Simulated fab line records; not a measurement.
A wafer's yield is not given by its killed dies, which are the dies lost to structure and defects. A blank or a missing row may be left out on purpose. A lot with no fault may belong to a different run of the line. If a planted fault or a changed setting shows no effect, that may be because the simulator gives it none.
fab line records	flow sky130
record: lots: 11	wafers: 33	last_day: 50
route steps=708 shown METAL1@452 METAL2@483 PAD_OPEN@708
lots that met no fault: taken from a fault-free run of the same line
start_h: the number of hours between the record's first day and the start of the first shown wafer of the lot	wait_h: hours from the lot's prior step to this one	" same as the row above	L1.1+2: a single row standing in for several wafers	- no value, or no start was given	* or withheld: withheld	< > ~ a bound
route shown NAME@n: NAME is a module with steps in the file, n the number in the route of the first one	usual: average and standard deviation across the fault-free wafers	same: alike in all rows	chamber/n: place in a boat	sites: the reading at each site	_std_site: how widely they spread, as a standard deviation	_edge_site: mean of outer sites minus mean of inner sites	radius_mm: for every site, how far away it sits from the centre of the wafer	mask NAME#n: copy n	behind: the last tool/chamber to shape the wafer	hold: why the lot went on hold/how many hours it stayed there/how the hold came to an end	device: transistor that didn't switch, given as n, p or np	end of line: the tests these same wafers got at the end of their route	a step without rows: its recipe alone	killed: dies lost to structure and defects at the first sort, not the wafer's yield	map: the dies of a wafer, with x for killed, . for not killed, _ for no die there
set.NAME: the setting that was run; set.NAME@STEP: the one run at that earlier step	model.NAME: the simulator's own value behind a step, which no gauge read
one table for each step of the route and one row for each wafer, over a sample of lots
services: a tool's chamber out of use, with start hour (start_h, from the record's first day; less than 0 if before it), hours out, and reason
== steps ==
step: SKY_METAL1_ETCH_18
recipe: chemistry: N2/H2	target: BARC	ion_energy_ev: 200	bias_w: 100	pressure_mtorr: 30	n2_flow_sccm: 100	h2_flow_sccm: 200	icp_w: 500	stop_on: SiO2	time_s: 47.72	target_depth_a: 600
usual: drypump_motor_current_A: 5.5/0.38	oes_product_au: 0.848/0.005	run_length_s: 77.708/0	throttle_valve_pct: 13.224/0.0089
lot.wafer	tool	chamber	start_h	wait_h	drypump_motor_current_A	oes_product_au	rf_hours_counter_h	run_length_s	throttle_valve_pct
L873.1	rie_metal-01	1	774.62	0.0	5.1	0.848	3	77.708	13.216
L873.2	"	0	"	"	5.2	0.855	10	77.708	13.204
L873.6	"	0	"	"	5.2	0.836	-	77.708	13.235
L880.1	rie_metal-02	0	849.85	0.0	6.2	0.855	7	77.708	13.214
L880.2	"	1	"	"	5.4	0.845	4	77.708	13.204
L880.5	"	1	"	"	5.3	0.846	-	77.708	13.229
L882.1	rie_metal-02	0	852.00	0.0	6.2	0.843	7	77.708	13.219
L882.4	"	0	"	"	6.2	0.850	-	77.708	13.218
L882.6	"	1	"	"	5.3	0.853	-	77.708	13.218
L883.1	rie_metal-02	1	856.67	0.0	5.3	0.851	4	77.708	13.239
L883.2	"	0	"	"	6.2	0.851	7	77.708	13.224
L883.3	"	1	"	"	5.3	0.849	-	77.708	13.213
L885.1	rie_metal-04	0	882.46	0.0	5.4	0.846	10	77.708	13.225
L885.2	"	1	"	"	5.7	0.860	12	77.708	13.216
L885.6	"	0	"	"	5.4	0.844	-	77.708	13.225
L886.1	rie_metal-02	1	883.37	0.0	5.3	0.856	6	77.708	13.220
L886.3	"	1	"	"	5.3	0.855	-	77.708	13.220
L886.4	"	0	"	"	6.2	0.841	-	77.708	13.249
L887.2	rie_metal-01	1	893.77	0.0	5.1	0.849	8	77.708	13.214
L887.5	"	0	"	"	5.2	0.842	-	77.708	13.231
L887.6	"	1	"	"	5.1	0.847	-	77.708	13.228
L890.1	rie_metal-01	0	905.51	0.0	5.2	0.845	16	77.708	13.227
L890.5	"	0	"	"	5.2	0.851	-	77.708	13.226
L890.6	"	1	"	"	5.1	0.847	-	77.708	13.229
L892.3	rie_metal-02	1	917.23	0.0	5.3	0.839	-	77.708	13.233
L892.4	"	0	"	"	6.2	0.847	-	77.708	13.233
L892.6	"	0	"	"	6.2	0.843	-	77.708	13.214
L894.2	rie_metal-02	0	935.22	0.0	6.2	0.852	11	77.708	13.237
L894.4	"	0	"	"	6.2	0.845	-	77.708	13.244
L894.6	"	1	"	"	5.3	0.850	-	77.708	13.225
L895.1	rie_metal-01	1	935.92	0.0	5.1	0.841	9	77.708	13.222
L895.2	"	0	"	"	5.2	0.856	17	77.708	13.216
L895.6	"	0	"	"	5.2	0.846	-	77.708	13.225
step: SKY_METAL2_SPUTTER_00
recipe: material: Ti	target_thk_nm: 15	power_w: 3000	time_s: 10	chamber_pressure_pa: 0.4
usual: throttle_valve_pct: 29.6/0.71
lot.wafer	tool	chamber	start_h	wait_h	throttle_valve_pct
L873.1	pvd_sputter-04	-	804.23	0.1	28.6
L873.2	"	-	"	"	29.5
L873.6	"	-	"	"	29.5
L880.1	pvd_sputter-04	-	878.46	0.2	28.7
L880.2	"	-	"	"	29.0
L880.5	"	-	"	"	28.5
L882.1	pvd_sputter-02	-	881.49	0.1	30.5
L882.4	"	-	"	"	30.0
L882.6	"	-	"	"	30.5
L883.1	pvd_sputter-03	-	885.74	0.1	30.0
L883.2	"	-	"	"	29.6
L883.3	"	-	"	"	30.7
L885.1	pvd_sputter-04	-	911.15	0.2	29.7
L885.2	"	-	"	"	29.4
L885.6	"	-	"	"	29.6
L886.1	pvd_sputter-02	-	911.50	0.2	29.2
L886.3	"	-	"	"	30.3
L886.4	"	-	"	"	30.0
L887.2	pvd_sputter-04	-	921.05	0.1	28.5
L887.5	"	-	"	"	28.3
L887.6	"	-	"	"	29.5
L890.1	pvd_sputter-04	-	933.00	0.2	29.4
L890.5	"	-	"	"	28.5
L890.6	"	-	"	"	29.6
L892.3	pvd_sputter-03	-	945.65	0.2	30.6
L892.4	"	-	"	"	30.1
L892.6	"	-	"	"	29.7
L894.2	pvd_sputter-04	-	962.84	0.1	29.4
L894.4	"	-	"	"	29.0
L894.6	"	-	"	"	28.7
L895.1	pvd_sputter-04	-	963.98	0.1	29.4
L895.2	"	-	"	"	29.4
L895.6	"	-	"	"	29.7
step: SKY_METAL2_SPUTTER_03
recipe: material: Ti	target_thk_nm: 5	power_w: 3000	time_s: 3.3	chamber_pressure_pa: 0.4
usual: throttle_valve_pct: 29.6/0.71
lot.wafer	tool	chamber	start_h	wait_h	throttle_valve_pct
L873.1	pvd_sputter-04	-	804.30	0.0	28.3
L873.2	"	-	"	"	29.5
L873.6	"	-	"	"	29.5
L880.1	pvd_sputter-04	-	878.53	0.0	28.6
L880.2	"	-	"	"	29.0
L880.5	"	-	"	"	28.8
L882.1	pvd_sputter-02	-	881.57	0.0	30.6
L882.4	"	-	"	"	30.0
L882.6	"	-	"	"	30.8
L883.1	pvd_sputter-03	-	885.81	0.0	30.3
L883.2	"	-	"	"	29.1
L883.3	"	-	"	"	30.4
L885.1	pvd_sputter-04	-	911.23	0.0	29.2
L885.2	"	-	"	"	28.9
L885.6	"	-	"	"	29.5
L886.1	pvd_sputter-02	-	911.58	0.0	29.5
L886.3	"	-	"	"	30.5
L886.4	"	-	"	"	30.4
L887.2	pvd_sputter-04	-	921.12	0.0	28.6
L887.5	"	-	"	"	28.5
L887.6	"	-	"	"	29.2
L890.1	pvd_sputter-04	-	933.08	0.0	29.7
L890.5	"	-	"	"	28.5
L890.6	"	-	"	"	29.5
L892.3	pvd_sputter-03	-	945.72	0.0	30.2
L892.4	"	-	"	"	30.2
L892.6	"	-	"	"	29.4
L894.2	pvd_sputter-04	-	962.92	0.0	29.4
L894.4	"	-	"	"	29.0
L894.6	"	-	"	"	28.4
L895.1	pvd_sputter-04	-	964.05	0.0	29.4
L895.2	"	-	"	"	29.4
L895.6	"	-	"	"	29.7
step: SKY_METAL2_ETCH_18
recipe: chemistry: N2/H2	target: BARC	ion_energy_ev: 200	bias_w: 100	pressure_mtorr: 30	n2_flow_sccm: 100	h2_flow_sccm: 200	icp_w: 500	stop_on: SiO2	time_s: 45.9	target_depth_a: 600
usual: drypump_motor_current_A: 5.57/0.3	oes_product_au: 0.854/0.0046	run_length_s: 74.30/0.26	throttle_valve_pct: 13.225/0.0094
lot.wafer	tool	chamber	start_h	wait_h	drypump_motor_current_A	oes_product_au	rf_hours_counter_h	run_length_s	throttle_valve_pct
L873.1	rie_metal-04	0	831.50	0.0	5.42	0.858	7.5	74.13	13.232
L873.2	"	1	"	"	5.66	0.859	9.8	74.14	13.229
L873.6	"	0	"	"	5.42	0.855	-	73.90	13.246
L880.1	rie_metal-04	1	904.07	0.0	5.66	1.005	12.7	66.63	13.240
L880.2	"	0	"	"	5.42	0.995	10.7	66.20	13.232
L880.5	"	1	"	"	5.67	0.997	-	66.55	13.235
L882.1	rie_metal-04	0	907.32	0.0	5.42	0.990	10.8	66.12	13.222
L882.4	"	0	"	"	5.42	0.990	-	65.89	13.219
L882.6	"	0	"	"	5.40	0.986	-	66.01	13.251
L883.1	rie_metal-04	0	911.96	0.0	5.39	0.991	11.1	66.05	13.248
L883.2	"	1	"	"	5.67	1.002	13.1	66.38	13.226
L883.3	"	1	"	"	5.67	0.999	-	66.61	13.255
L885.1	rie_metal-03	0	937.01	0.0	5.21	0.851	8.4	74.05	13.234
L885.2	"	1	"	"	5.68	0.862	9.6	74.52	13.231
L885.6	"	0	"	"	5.20	0.856	-	73.94	13.225
L886.1	rie_metal-02	0	937.07	0.0	6.21	0.849	11.2	74.49	13.224
L886.3	"	1	"	"	5.35	0.855	-	74.71	13.228
L886.4	"	0	"	"	6.21	0.854	-	74.32	13.232
L887.2	rie_metal-03	1	946.82	0.0	5.71	0.852	10.4	74.30	13.224
L887.5	"	1	"	"	5.66	0.852	-	73.96	13.223
L887.6	"	0	"	"	5.25	0.853	-	74.15	13.216
L890.1	rie_metal-02	1	958.66	0.0	5.32	0.855	9.6	74.13	13.224
L890.5	"	0	"	"	6.19	0.857	-	74.13	13.219
L890.6	"	1	"	"	5.33	0.857	-	74.23	13.232
L892.3	rie_metal-02	1	971.03	0.0	5.29	0.857	-	74.30	13.222
L892.4	"	0	"	"	6.22	0.849	-	74.58	13.210
L892.6	"	0	"	"	6.22	0.857	-	74.69	13.214
L894.2	rie_metal-04	0	986.97	0.0	5.41	0.855	14.8	73.93	13.220
L894.4	"	0	"	"	5.41	0.858	-	74.04	13.214
L894.6	"	1	"	"	5.68	0.852	-	74.12	13.239
L895.1	rie_metal-03	1	988.26	0.0	5.67	0.853	12.6	74.01	13.226
L895.2	"	0	"	"	5.23	0.859	11.4	74.87	13.220
L895.6	"	0	"	"	5.25	0.852	-	74.55	13.219
step: SKY_PAD_OPEN_PROBE_99
usual: defect_limited_yield: 82.3/2.1	killed_at_M0_to_M3: 44/7.3	killed_at_M4_up: 3.3/1.8	killed_at_contacts: 24/5.3	killed_at_front_end: 16/5	killed_at_other: 0.2/0.51	killed_dies: 87/10	killed_on_rim: 17/3.9	killed_open: 47/7.5	killed_short: 40/6.3	sort_bin_3_pad_short: 0.9/0.41	sort_bin_5_function: 10.5/1.6	sort_bin_6_memory: 6.3/1.2	sort_n_pass: 405/10	sort_yield_pct: 82.3/2.1
same: gross_dies: 492	killed_at_back_side: 0	sort_bin_4_leakage[%]: 0	sort_bin_8_speed[%]: 0
lot.wafer	tool	chamber	start_h	wait_h	defect_limited_yield[%]	killed_at_M0_to_M3	killed_at_M4_up	killed_at_contacts	killed_at_front_end	killed_at_other	killed_dies	killed_on_rim	killed_open	killed_short	sort_bin_3_pad_short[%]	sort_bin_5_function[%]	sort_bin_6_memory[%]	sort_n_pass	sort_yield_pct[%]
L873.1	prober-01	-	1089.84	0.1	82.3	49	3	17	18	0	87	12	51	36	0.8	11.0	5.9	405	82.3
L873.2	prober-01	-	1089.89	0.1	83.9	37	4	27	11	0	79	21	44	35	0.8	9.6	5.7	413	83.9
L873.6	prober-01	-	1090.09	0.2	81.3	42	6	22	21	1	92	19	51	41	0.4	13.0	5.3	400	81.3
L880.1	prober-02	-	1142.20	0.1	81.9	43	1	30	15	0	89	17	47	42	0.6	12.6	4.9	403	81.9
L880.2	prober-02	-	1142.25	0.1	80.9	54	3	24	13	0	94	20	42	52	0.6	11.8	6.7	398	80.9
L880.5	prober-02	-	1142.40	0.2	85.2	42	0	19	12	0	73	11	41	32	1.0	9.6	4.3	419	85.2
L882.1	prober-02	-	1144.50	0.1	83.7	40	5	14	21	0	80	20	37	43	2.0	8.5	5.7	412	83.7
L882.4	prober-02	-	1144.65	0.2	82.1	49	4	22	13	0	88	20	49	39	0.4	11.4	6.1	404	82.1
L882.6	prober-02	-	1144.75	0.2	83.5	39	3	20	19	0	81	11	40	41	0.4	9.1	6.9	411	83.5
L883.1	prober-01	-	1147.46	0.1	83.3	46	1	19	16	0	82	16	42	40	0.8	10.0	5.9	410	83.3
L883.2	prober-01	-	1147.51	0.1	83.3	46	6	20	10	0	82	12	38	44	0.8	8.7	7.1	410	83.3
L883.3	prober-01	-	1147.56	0.2	82.3	41	1	31	14	0	87	21	43	44	1.2	7.9	8.5	405	82.3
L885.1	prober-01	-	1166.36	0.1	77.6	54	1	30	25	0	110	16	64	46	1.8	11.8	8.7	382	77.6
L885.2	prober-01	-	1166.41	0.1	80.5	47	0	28	21	0	96	22	56	40	1.0	12.2	6.3	396	80.5
L885.6	prober-01	-	1166.61	0.2	80.1	45	5	27	21	0	98	21	54	44	1.2	12.2	6.5	394	80.1
L886.1	prober-02	-	1167.45	0.1	80.7	48	4	23	20	0	95	15	50	45	1.6	13.2	4.5	397	80.7
L886.3	prober-02	-	1167.55	0.2	81.5	46	8	21	14	2	91	22	43	48	0.8	10.0	7.7	401	81.5
L886.4	prober-02	-	1167.60	0.2	80.5	50	5	18	23	0	96	26	50	46	0.2	10.8	8.5	396	80.5
L887.2	prober-01	-	1175.27	0.1	84.6	43	5	15	13	0	76	20	44	32	1.0	8.3	6.1	416	84.6
L887.5	prober-01	-	1175.42	0.2	83.7	40	3	22	15	0	80	18	42	38	0.6	10.0	5.7	412	83.7
L887.6	prober-01	-	1175.47	0.2	81.7	42	3	27	18	0	90	18	48	42	0.4	9.8	8.1	402	81.7
L890.1	prober-02	-	1182.26	0.1	81.9	44	3	23	19	0	89	10	52	35	0.4	12.4	5.3	403	81.9
L890.5	prober-02	-	1182.46	0.2	82.3	45	5	22	15	0	87	16	56	31	0.6	11.4	5.7	405	82.3
L890.6	prober-02	-	1182.51	0.2	84.3	42	1	25	9	0	77	14	45	32	1.6	8.1	5.9	415	84.3
L892.3	prober-02	-	1194.71	0.2	85.0	39	1	24	9	1	74	9	51	23	0.6	9.3	5.1	418	85.0
L892.4	prober-02	-	1194.76	0.2	80.1	43	3	23	29	0	98	20	50	48	1.4	11.0	7.5	394	80.1
L892.6	prober-02	-	1194.86	0.2	83.5	48	1	17	15	0	81	17	48	33	0	8.5	7.9	411	83.5
L894.2	prober-02	-	1200.61	0.1	79.3	45	2	30	24	1	102	15	51	51	0.8	14.2	5.7	390	79.3
L894.4	prober-02	-	1200.71	0.2	80.5	45	2	30	19	0	96	24	61	35	0.8	11.4	7.3	396	80.5
L894.6	prober-02	-	1200.81	0.2	77.4	61	3	21	26	0	111	21	62	49	1.0	13.8	7.7	381	77.4
L895.1	prober-01	-	1202.75	0.1	83.5	50	6	18	7	0	81	17	51	30	0.8	11.0	4.7	411	83.5
L895.2	prober-01	-	1202.80	0.1	83.9	43	3	25	8	0	79	12	41	38	0.6	8.5	6.9	413	83.9
L895.6	prober-01	-	1203.00	0.2	82.3	42	3	30	12	0	87	20	44	43	0.8	10.6	6.3	405	82.3
killed by level:class
L873.1 VIA1:geometric_particle:short=9 VIA1:geometric_particle:open=9 VIA3:geometric_particle:open=9 LI_CONTACT:geometric_particle:open=7 VIA2:geometric_particle:open=6 POLY_GATE:geometric_particle:open=5 CONTACT:geometric_particle:open=5 VIA3:geometric_particle:short=5
L873.2 CONTACT:geometric_particle:open=10 VIA3:geometric_particle:open=7 LI_CONTACT:geometric_particle:open=6 CONTACT:geometric_particle:short=6 VIA1:geometric_particle:open=6 VIA1:geometric_particle:short=5 VIA2:geometric_particle:open=5 FIELD_ISO:geometric_particle:open=4
L873.6 CONTACT:geometric_particle:open=10 VIA3:geometric_particle:open=8 VIA1:geometric_particle:open=7 FIELD_ISO:geometric_particle:short=6 VIA2:geometric_particle:open=6 POLY_GATE:geometric_particle:open=5 METAL1:geometric_particle:short=5 LI_CONTACT:geometric_particle:open=4
L880.1 CONTACT:geometric_particle:open=11 VIA1:geometric_particle:open=9 LI_CONTACT:geometric_particle:open=7 METAL2:geometric_particle:short=7 VIA1:geometric_particle:short=7 VIA2:geometric_particle:open=6 CONTACT:geometric_particle:short=6 FIELD_ISO:geometric_particle:short=5
L880.2 VIA1:geometric_particle:open=13 CONTACT:geometric_particle:open=8 VIA1:geometric_particle:short=8 METAL2:geometric_particle:short=8 METAL1:geometric_particle:short=6 VIA3:geometric_particle:open=6 FIELD_ISO:geometric_particle:short=5 POLY_GATE:geometric_particle:short=4
L880.5 VIA1:geometric_particle:open=8 VIA2:geometric_particle:open=8 VIA3:geometric_particle:open=8 CONTACT:geometric_particle:open=7 CONTACT:geometric_particle:short=6 POLY_GATE:geometric_particle:short=5 METAL2:geometric_particle:short=4 POLY_GATE:geometric_particle:open=4
L882.1 VIA1:geometric_particle:open=8 POLY_GATE:geometric_particle:short=5 CONTACT:geometric_particle:open=5 METAL1:geometric_particle:short=5 METAL2:geometric_particle:short=5 VIA2:geometric_particle:short=5 METAL3:geometric_particle:short=5 FIELD_ISO:geometric_particle:open=4
L882.4 VIA1:geometric_particle:open=9 VIA3:geometric_particle:open=9 METAL2:geometric_particle:short=8 VIA2:geometric_particle:open=8 LI_CONTACT:geometric_particle:open=7 POLY_GATE:geometric_particle:open=5 LOCAL_INTERCONNECT:geometric_particle:short=5 FIELD_ISO:geometric_particle:open=4
L882.6 VIA1:geometric_particle:open=10 METAL2:geometric_particle:short=10 LI_CONTACT:geometric_particle:open=8 FIELD_ISO:geometric_particle:short=5 FIELD_ISO:geometric_particle:open=4 POLY_GATE:geometric_particle:open=4 POLY_GATE:geometric_particle:short=3 VIA1:geometric_particle:short=3
L883.1 VIA2:geometric_particle:open=9 VIA1:geometric_particle:open=9 METAL2:geometric_particle:short=8 LI_CONTACT:geometric_particle:open=6 CONTACT:geometric_particle:open=5 METAL1:geometric_particle:short=5 VIA3:geometric_particle:open=4 FIELD_ISO:geometric_particle:open=3
L883.2 METAL1:geometric_particle:short=11 VIA1:geometric_particle:open=9 VIA3:geometric_particle:open=7 CONTACT:geometric_particle:open=6 CONTACT:geometric_particle:short=5 METAL4:geometric_particle:short=4 LI_CONTACT:geometric_particle:open=4 LOCAL_INTERCONNECT:geometric_particle:short=4
L883.3 CONTACT:geometric_particle:open=11 CONTACT:geometric_particle:short=8 FIELD_ISO:geometric_particle:short=7 VIA3:geometric_particle:open=7 LI_CONTACT:geometric_particle:open=6 VIA2:geometric_particle:open=6 METAL2:geometric_particle:short=6 METAL1:geometric_particle:short=5
L885.1 CONTACT:geometric_particle:open=13 VIA1:geometric_particle:open=13 VIA2:geometric_particle:open=9 VIA3:geometric_particle:open=9 FIELD_ISO:geometric_particle:open=7 METAL2:geometric_particle:short=7 LI_CONTACT:geometric_particle:open=6 VIA1:geometric_particle:short=5
L885.2 CONTACT:geometric_particle:open=11 LI_CONTACT:geometric_particle:open=10 VIA1:geometric_particle:open=10 METAL2:geometric_particle:short=9 VIA3:geometric_particle:open=8 FIELD_ISO:geometric_particle:short=6 FIELD_ISO:geometric_particle:open=6 VIA2:geometric_particle:open=6
L885.6 LI_CONTACT:geometric_particle:open=9 VIA1:geometric_particle:open=9 CONTACT:geometric_particle:short=7 VIA2:geometric_particle:open=7 FIELD_ISO:geometric_particle:short=6 METAL2:geometric_particle:short=6 VIA3:geometric_particle:open=6 POLY_GATE:geometric_particle:open=5
L886.1 METAL2:geometric_particle:short=11 CONTACT:geometric_particle:open=10 METAL1:geometric_particle:short=9 VIA1:geometric_particle:open=8 VIA2:geometric_particle:open=8 FIELD_ISO:geometric_particle:open=7 LI_CONTACT:geometric_particle:open=5 FIELD_ISO:geometric_particle:short=4
L886.3 VIA1:geometric_particle:open=11 VIA3:geometric_particle:open=7 METAL1:geometric_particle:short=6 METAL4:geometric_particle:short=6 LI_CONTACT:geometric_particle:short=5 CONTACT:geometric_particle:short=5 VIA2:geometric_particle:open=5 CONTACT:geometric_particle:open=4
L886.4 VIA1:geometric_particle:open=12 CONTACT:geometric_particle:open=9 METAL1:geometric_particle:short=6 METAL2:geometric_particle:short=6 FIELD_ISO:geometric_particle:short=5 POLY_GATE:geometric_particle:short=5 LI_CONTACT:geometric_particle:open=5 VIA2:geometric_particle:open=5
L887.2 VIA1:geometric_particle:open=10 VIA3:geometric_particle:open=7 METAL2:geometric_particle:short=7 POLY_GATE:geometric_particle:open=5 LI_CONTACT:geometric_particle:open=5 METAL2:geometric_particle:open=5 VIA1:geometric_particle:short=4 METAL4:geometric_particle:short=4
L887.5 CONTACT:geometric_particle:open=9 METAL2:geometric_particle:short=8 VIA1:geometric_particle:short=7 VIA3:geometric_particle:open=7 VIA1:geometric_particle:open=6 LI_CONTACT:geometric_particle:open=5 CONTACT:geometric_particle:short=5 VIA2:geometric_particle:open=4
L887.6 VIA1:geometric_particle:open=12 LI_CONTACT:geometric_particle:open=9 LOCAL_INTERCONNECT:geometric_particle:short=7 POLY_GATE:geometric_particle:open=6 METAL2:geometric_particle:short=6 VIA3:geometric_particle:open=6 CONTACT:geometric_particle:open=5 POLY_GATE:geometric_particle:short=4
L890.1 VIA1:geometric_particle:open=12 FIELD_ISO:geometric_particle:open=9 CONTACT:geometric_particle:open=8 LI_CONTACT:geometric_particle:open=7 VIA3:geometric_particle:open=7 VIA2:geometric_particle:open=6 VIA1:geometric_particle:short=5 METAL1:geometric_particle:short=5
L890.5 VIA1:geometric_particle:open=12 METAL1:geometric_particle:short=7 VIA2:geometric_particle:open=7 LOCAL_INTERCONNECT:geometric_particle:short=6 CONTACT:geometric_particle:open=6 VIA3:geometric_particle:open=6 FIELD_ISO:geometric_particle:open=5 POLY_GATE:geometric_particle:open=5
L890.6 VIA1:geometric_particle:open=13 CONTACT:geometric_particle:open=8 VIA3:geometric_particle:open=7 LI_CONTACT:geometric_particle:open=6 METAL1:geometric_particle:short=6 CONTACT:geometric_particle:short=5 VIA2:geometric_particle:open=5 LOCAL_INTERCONNECT:geometric_particle:short=4
L892.3 CONTACT:geometric_particle:open=12 VIA2:geometric_particle:open=11 VIA3:geometric_particle:open=9 VIA1:geometric_particle:open=7 LI_CONTACT:geometric_particle:open=6 FIELD_ISO:geometric_particle:short=4 METAL1:geometric_particle:short=4 LOCAL_INTERCONNECT:geometric_particle:short=3
L892.4 VIA1:geometric_particle:open=12 FIELD_ISO:geometric_particle:open=9 FIELD_ISO:geometric_particle:short=7 CONTACT:geometric_particle:open=7 CONTACT:geometric_particle:short=5 METAL1:geometric_particle:short=5 VIA3:geometric_particle:open=5 LOCAL_INTERCONNECT:geometric_particle:short=4
L892.6 VIA1:geometric_particle:open=15 LI_CONTACT:geometric_particle:open=7 VIA1:geometric_particle:short=6 METAL2:geometric_particle:short=5 FIELD_ISO:geometric_particle:short=4 FIELD_ISO:geometric_particle:open=4 CONTACT:geometric_particle:short=4 CONTACT:geometric_particle:open=4
L894.2 LI_CONTACT:geometric_particle:open=11 VIA1:geometric_particle:short=11 VIA1:geometric_particle:open=11 FIELD_ISO:geometric_particle:short=9 CONTACT:geometric_particle:open=9 VIA3:geometric_particle:open=7 METAL1:geometric_particle:short=6 FIELD_ISO:geometric_particle:open=5
L894.4 VIA1:geometric_particle:open=16 CONTACT:geometric_particle:open=13 METAL2:geometric_particle:short=6 VIA2:geometric_particle:open=6 POLY_GATE:geometric_particle:open=5 CONTACT:geometric_particle:short=5 FIELD_ISO:geometric_particle:open=4 POLY_GATE:geometric_particle:short=4
L894.6 VIA2:geometric_particle:open=10 VIA1:geometric_particle:open=10 VIA3:geometric_particle:open=9 FIELD_ISO:geometric_particle:open=8 LI_CONTACT:geometric_particle:open=8 CONTACT:geometric_particle:open=8 METAL3:geometric_particle:short=7 METAL1:geometric_particle:short=6
L895.1 VIA3:geometric_particle:open=14 VIA1:geometric_particle:open=10 CONTACT:geometric_particle:open=9 METAL1:geometric_particle:short=7 LI_CONTACT:geometric_particle:open=5 VIA2:geometric_particle:open=5 METAL4:geometric_particle:short=4 VIA3:geometric_particle:short=4
L895.2 VIA1:geometric_particle:open=11 METAL1:geometric_particle:short=8 VIA2:geometric_particle:open=8 LOCAL_INTERCONNECT:geometric_particle:short=8 LI_CONTACT:geometric_particle:open=7 CONTACT:geometric_particle:open=6 VIA3:geometric_particle:open=5 POLY_GATE:geometric_particle:short=4
L895.6 VIA1:geometric_particle:open=9 LI_CONTACT:geometric_particle:open=8 METAL1:geometric_particle:short=8 CONTACT:geometric_particle:open=6 METAL2:geometric_particle:short=6 LOCAL_INTERCONNECT:geometric_particle:short=5 VIA2:geometric_particle:open=5 LI_CONTACT:geometric_particle:short=4
== services ==
tool	chamber	start_h	hours	kind
pvd_sputter-02	-	767.07	1.0	repair
pvd_sputter-02	-	794.50	20.5	repair
rie_metal-04	-	811.24	0.2	repair
pvd_sputter-02	-	831.49	20.7	repair
rie_metal-03	-	833.68	0.9	repair
rie_metal-03	-	838.77	28.1	pm
rie_metal-04	1	866.96	5.2	repair
rie_metal-03	0	874.67	4.1	repair
rie_metal-03	1	882.64	4.7	repair
pvd_sputter-02	-	885.51	20.8	repair
rie_metal-03	-	888.46	4.3	repair
pvd_sputter-03	-	907.85	36.5	repair
rie_metal-04	-	933.36	4.3	pm
rie_metal-01	0	936.57	-	clean
rie_metal-01	0	936.57	26.3	scheduled_down
rie_metal-01	0	936.57	26.3	vent_cycle
rie_metal-04	-	947.51	1.5	repair
rie_metal-04	-	974.93	2.8	pm
== key ==
first_sign: step: SKY_METAL2_ETCH_18	reading: run_length_s	direction: down	sigmas: 30	usual: *	struck: *
effect: step: SKY_METAL2_ETCH_18	reading: oes_product_au	direction: up	sigmas: 30	usual: 0.854	struck: 0.995
met_at SKY_METAL2_ETCH_18
struck_lots L880,L882,L883
not_acting_at SKY_METAL1_ETCH_18,SKY_METAL2_SPUTTER_00,SKY_METAL2_SPUTTER_03
onset_between 831.50 904.07
fault: kind: process_parameter_drift	tool: rie_metal-04	chamber: -	onset_h: 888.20	steps: SKY_METAL2_ETCH_18	channel: time_s	offset: *	shape: step	end_h: 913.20	acts_in: *	stated: *
